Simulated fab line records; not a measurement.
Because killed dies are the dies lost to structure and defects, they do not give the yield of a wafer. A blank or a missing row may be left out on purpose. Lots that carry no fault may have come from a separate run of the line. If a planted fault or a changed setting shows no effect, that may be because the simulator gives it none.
Code-filled problem report in 8D (eight disciplines) form :: flow gf180mcu :: the parts of the form that need people (team, actions taken, sign-off) are left out

1. THE PROBLEM
Across 9 wafers from 3 lots, MVSD_RS at GF_VT_IMPLANT_RS_MEAS_46 averages 469.3 ohm/sq, while fault-free wafers read 456.9 ohm/sq with a standard deviation of 1.1. Measured from the usual mean, that is +11 standard deviations.
The step: measures by four-point-probe.
Seen first at day 11 04:57 on filmMetro-03, wafer L440.1. Wafers with a number at this step in the record: 33, from 11 lots. By rule, "out" or "out of limits" means more than 4 standard deviations away from the usual mean. Any other wafer with a number is counted as sound.

2. WHAT THIS IS AND IS NOT
question: which readings at this step
is: MVSD_RS
is not: -

question: which lots
is: L440, L442, L443
is not: L428, L429, L430, L432, L434, L435, L439, L445

question: which wafers of those lots
is: all that have a number
is not: -

question: read on which gauges
is: filmMetro-03, filmMetro-04
is not: filmMetro-02

question: when
is: from day 11 04:57
is not: up to then (21 sound wafers); but 3 sound wafers of L445 came after

3. WHAT RULES OUT EACH SUSPECT
Counting: a tool at a process step up to the reading stays a suspect if it ran every lot that is out and no sound lot after the first of them.
- the gauge at GF_VT_IMPLANT_RS_MEAS_46: ruled out. The wafers that are out were read on 2 gauges (filmMetro-03, filmMetro-04).
- implanter-01 at GF_MVSD_IMPLANT_08: kept. It ran every lot that is out, first L440 (day 7 14:04), and no sound lot after that; its last sound lot up to then is L434 (day 6 03:10). Out on those wafers are its own readings of beamEnergyKeV.
After counting, what remains is implanter-01 at GF_MVSD_IMPLANT_08.

4. THE CAUSE (what the simulator had put in)
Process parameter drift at GF_MVSD_IMPLANT_08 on implanter-01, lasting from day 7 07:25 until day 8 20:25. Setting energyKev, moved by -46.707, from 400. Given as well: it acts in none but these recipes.
Counting left only this tool.

5. THE CHAIN OF EFFECTS, in route order
Each row: a reading whose mean over the struck wafers that have a number lies more than 3 standard deviations from the usual. Scope: only readings with a usual standard deviation given in the record; hours: median across lots of the time from each lot's start at the first step in this table that gives one to its start at this step; sigmas: change in usual standard deviations.
hours: 0
step: GF_MVSD_IMPLANT_08
reading: beamEnergyKeV
usual: 399.99
on struck wafers: 353.24
change: -46.75
sigmas: -99 or more

hours: 89
step: GF_VT_IMPLANT_RS_MEAS_46
reading: MVSD_RS
usual: 456.9 ohm/sq
on struck wafers: 469.3
change: +12.4
sigmas: +11
Its process steps:
- GF_MVSD_IMPLANT_08
At these later measuring or inspecting steps, every struck wafer for which the step has a row has a number for every such reading, and none has moved that far: GF_VT_IMPLANT_RS_MEAS_47, GF_DUAL_GATE_OVL_MEAS_11.

6. WHAT WOULD HAVE CAUGHT IT SOONER
94 hours passed between the start of the fault at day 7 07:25 and the first reading out of limits at a measuring or inspecting step in this record, taken at day 11 04:57.
Tool's own readings at GF_MVSD_IMPLANT_08, beamEnergyKeV: out on all struck wafers the step has rows for; an alarm limit on them would have tripped on the first.
By day 11 04:57 the whole set of lots that are out, 3 in number, had already begun GF_MVSD_IMPLANT_08 on implanter-01. Holding the tool at that point would not have protected any of them.
